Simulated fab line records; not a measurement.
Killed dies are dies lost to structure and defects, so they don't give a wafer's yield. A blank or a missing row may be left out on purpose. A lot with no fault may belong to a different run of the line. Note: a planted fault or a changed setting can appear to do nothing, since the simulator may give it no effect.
A struck lot beside a sound one :: flow sfq-line :: 14 steps out of a route of 325
Sound: these wafers, L917.2, L917.5, L917.6. Struck: wafer L936.2. (L936.1, L936.5 of the same lot were not struck and are left out.) The cause comes at the end.
For every step that has rows: the tool of each side, followed by ch and its chambers, followed by its first start. Under that, the readings that differ: sound wafers :: struck wafers :: difference of the means :: sigmas: that difference in standard deviations of wafers without a fault.
alike: readings whose means differ by less than 2 such deviations, and words and numbers that are the same on both sides. not compared: withheld readings, readings that some wafer has no value for, bounds like >300 that may hide the same value, and numbers for which the record gives no deviation and whose values overlap.
The two part at a step that has a row with sigmas, a row that says differs or no value, or rows on one side only. Numbers that don't overlap but have no deviation are shown without sigmas and don't part them. Lack of a reading on every wafer of one side parts them only where that side has two or more wafers.

SFQ_TRILAYER_JJ_CE_BARC_OPEN_RIE_150: chemistry O2, target BARC, target depth 240 nm, time 80 s.
  sound on rie-metal-03 ch 0,1, day 49 22:26; struck on rie-metal-01 ch 1, day 65 11:52
  alike: drypump-motor-current-A, oes-product-au
  not compared: rf-hours-counter-h
SFQ_TRILAYER_JJ_CE_ETCH_RIE_118: chemistry SF6, target Nb, stops on Al2O3, time 97.7 s, target depth 170 nm.
  sound on rie-metal-03 ch 0,1, day 49 22:32; struck on rie-metal-01 ch 1, day 65 11:57
  alike: drypump-motor-current-A, oes-product-au
  not compared: rf-hours-counter-h
after that, 1 step had no rows for these wafers: SFQ_TRILAYER_JJ_ANODIZE_ANODIZE_119.
SFQ_TRILAYER_JJ_CE_STRIP_STRIP_120: strips in O2.
  sound on rie-metal-02 ch 1, day 49 23:20; struck on rie-metal-01 ch 0, day 65 12:36
reading: rf-hours-counter-h (h)
sound: - - -
struck: 1
difference: no value on the sound wafers
sigmas: 
  alike: drypump-motor-current-A, oes-product-au
then, 7 steps without rows for these wafers: SFQ_TRILAYER_JJ_CE_STRIP_SOLV_CLEAN_121 (cleans in NMP, time 600 s); SFQ_TRILAYER_M5_LITHO_COAT_128 (resist thk 62 nm); SFQ_TRILAYER_M5_LITHO_COAT_123 (resist thk 600 nm); SFQ_TRILAYER_M5_LITHO_SOFTBAKE_127; SFQ_TRILAYER_M5_LITHO_EXPOSE_124 (exposes mask M5, target cd 700 nm); SFQ_TRILAYER_M5_LITHO_PEB_126 (peb time 60 s); SFQ_TRILAYER_M5_LITHO_DEVELOP_125 (time 60 s).
SFQ_M5_OVL_MEAS_932:
  sound on overlay-02 at day 50 02:47; struck on overlay-02 at day 65 15:49
reading: M5_OVL (nm)
sound: -2 3 -1
struck: 12
difference: +12
sigmas: +2
SFQ_TRILAYER_M5_BARC_OPEN_METAL_ETCH_161: etches BARC in O2, target depth 125 nm, time 41.7 s.
  sound on rie-metal-03 ch 0,1, day 50 02:49; struck on rie-metal-03 ch 0, day 65 15:51
reading: oes-product-au (a.u.)
sound: 0.690 0.687 0.689
struck: 0.674
difference: -0.015
sigmas: -3

reading: run-length-s (s)
sound: 69.2 69.0 69.4
struck: 71.8
difference: +2.6
sigmas: +5
  alike: drypump-motor-current-A
  not compared: rf-hours-counter-h
SFQ_TRILAYER_M5_ETCH_METAL_ETCH_126: etches Nb in Cl2/BCl3, stops on SiO2, time 203.2 s, target depth 265 nm.
  sound on rie-metal-03 ch 0,1, day 50 02:52; struck on rie-metal-03 ch 0, day 65 15:55
  alike: drypump-motor-current-A, oes-product-au, run-length-s
  not compared: rf-hours-counter-h

== WHERE THEY PART ==
Earliest at SFQ_TRILAYER_JJ_CE_STRIP_STRIP_120; latest, in this record, at SFQ_TRILAYER_M5_BARC_OPEN_METAL_ETCH_161. Later steps at which nothing parts them and some readings are alike: SFQ_TRILAYER_M5_ETCH_METAL_ETCH_126.

WHY: what the simulator had put in
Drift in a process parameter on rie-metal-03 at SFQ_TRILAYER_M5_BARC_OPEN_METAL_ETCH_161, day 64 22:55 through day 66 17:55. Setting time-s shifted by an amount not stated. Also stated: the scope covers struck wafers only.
